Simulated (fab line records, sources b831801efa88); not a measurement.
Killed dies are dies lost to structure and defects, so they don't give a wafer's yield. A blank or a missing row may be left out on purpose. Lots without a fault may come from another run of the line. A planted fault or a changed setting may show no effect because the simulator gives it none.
Split-lot experiment | flow gf180mcu | 5 lots, 23 wafers read, on a route of 602 steps

THE SPLIT
At GF_V3_EXPOSE_11 (exposes mask Via3, target cd 260 nm), the setting dose_mj was moved away from the recipe's 38 on 6 of the 23 wafers read, by -5.8% to +2.8%. The other wafers ran this setting at the recipe's value.

FROM THE SPLIT TO THE READING: what the file shows between them, 2 steps
- GF_V3_PEB_12: peb time 90 s
- GF_V3_DEVELOP_13: develop time 60 s

THE READING
cd_nm, in nm, at GF_V3_CD_MEAS_14 (target cd 260 nm). Fault-free wafers of this fab line usually give 259.7 nm, standard deviation 1.1 nm.

wafer  | tool, chamber at the split | dose_mj as run | against the recipe | cd_nm, nm | against lot-mates on the recipe
L075.1 | krf_scanner-01, 0          | 39.05          | +2.8%              | 263.9     | +4.0
L075.2 | krf_scanner-01, 0          | 39.05          | +2.8%              | 264.4     | +4.5
L075.4 | krf_scanner-01, 0          | 38             | recipe             | 259.6     | -
L075.5 | krf_scanner-01, 0          | 39.05          | +2.8%              | 264.6     | +4.8
L075.6 | krf_scanner-01, 0          | 38             | recipe             | 260.1     | -
L082.1 | krf_scanner-02, 0          | 38             | recipe             | 259.0     | -
L082.2 | krf_scanner-02, 0          | 35.79          | -5.8%              | 250.2     | -8.0
L082.3 | krf_scanner-02, 0          | 35.79          | -5.8%              | 250.9     | -7.3
L082.4 | krf_scanner-02, 0          | 38             | recipe             | 257.4     | -
L082.5 | krf_scanner-02, 0          | 35.79          | -5.8%              | 249.0     | -9.2
L083.2 | krf_scanner-02, 0          | 38             | recipe             | 258.6     | -
L083.3 | krf_scanner-02, 0          | 38             | recipe             | 258.3     | -
L083.4 | krf_scanner-02, 0          | 38             | recipe             | 257.8     | -
L084.1 | krf_scanner-01, 0          | 38             | recipe             | 260.2     | -
L084.2 | krf_scanner-01, 0          | 38             | recipe             | 260.3     | -
L084.3 | krf_scanner-01, 0          | 38             | recipe             | 261.2     | -
L084.4 | krf_scanner-01, 0          | 38             | recipe             | 262.6     | -
L084.5 | krf_scanner-01, 0          | 38             | recipe             | 260.4     | -
L085.1 | krf_scanner-02, 0          | 38             | recipe             | 260.1     | -
L085.2 | krf_scanner-02, 0          | 38             | recipe             | 260.8     | -
L085.3 | krf_scanner-02, 0          | 38             | recipe             | 259.8     | -
L085.4 | krf_scanner-02, 0          | 38             | recipe             | 260.4     | -
L085.6 | krf_scanner-02, 0          | 38             | recipe             | 261.1     | -

THE FIT
A straight line over all 23 wafers: cd_nm changes by +1.67 nm for each +1% of dose_mj; r = +0.96; the points scatter about the line by 1.2 nm.
The same after taking each lot's own level away (the mean of its wafers on the recipe; 23 wafers): +1.45 nm for each +1%; r = +0.98; scatter 0.68 nm.
On that fit, the largest move of dose_mj shifts the reading by 8.4 nm.
The lots' own levels span 258.20 to 260.94 nm, that is 2.5 times the standard deviation above.
So the lot-to-lot level changes the slope: the two fits differ.
Check: with one of the wafers moved furthest among these (-5.8%) left out of the fit, the line predicts -8.47 nm for it against its lot-mates. It came out at -8 nm against them.

OTHER SPLITS ON THESE WAFERS
These wafers also went through other splits before the reading. Each is held against what the fit with the lots' levels taken away leaves over:
other split on the same wafers | wafers away from the commonest value | r with cd_nm (lot level and that fit taken away)
GF_V2_ETCH_16 source_w         | 5                                    | +0.17
GF_V2_CVD_23 pressure_torr     | 15                                   | +0.08
GF_M3_SPUTTER_04 time_s        | 4                                    | +0.26
GF_M3_STRIP_17 platen_temp_c   | 9                                    | -0.08

THE WHOLE CHAIN: every reading that the file lists as answering this split, in the file's order
step             | what it does         | reading                                                   | change (the file's fit)              | r (the file's)
GF_V3_CD_MEAS_14 | target cd 260 nm     | cd_nm                                                     | +1.44 nm for each +1% of the setting | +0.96
GF_V3_ETCH_16    | etches BARC in N2/H2 | V3.cd_nm (the simulator's own value, which no gauge read) | +1.44 nm for each +1% of the setting | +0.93

THE FILE'S OWN FIT
cd_nm changes by +1.44 nm for each +1% of dose_mj, r = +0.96.
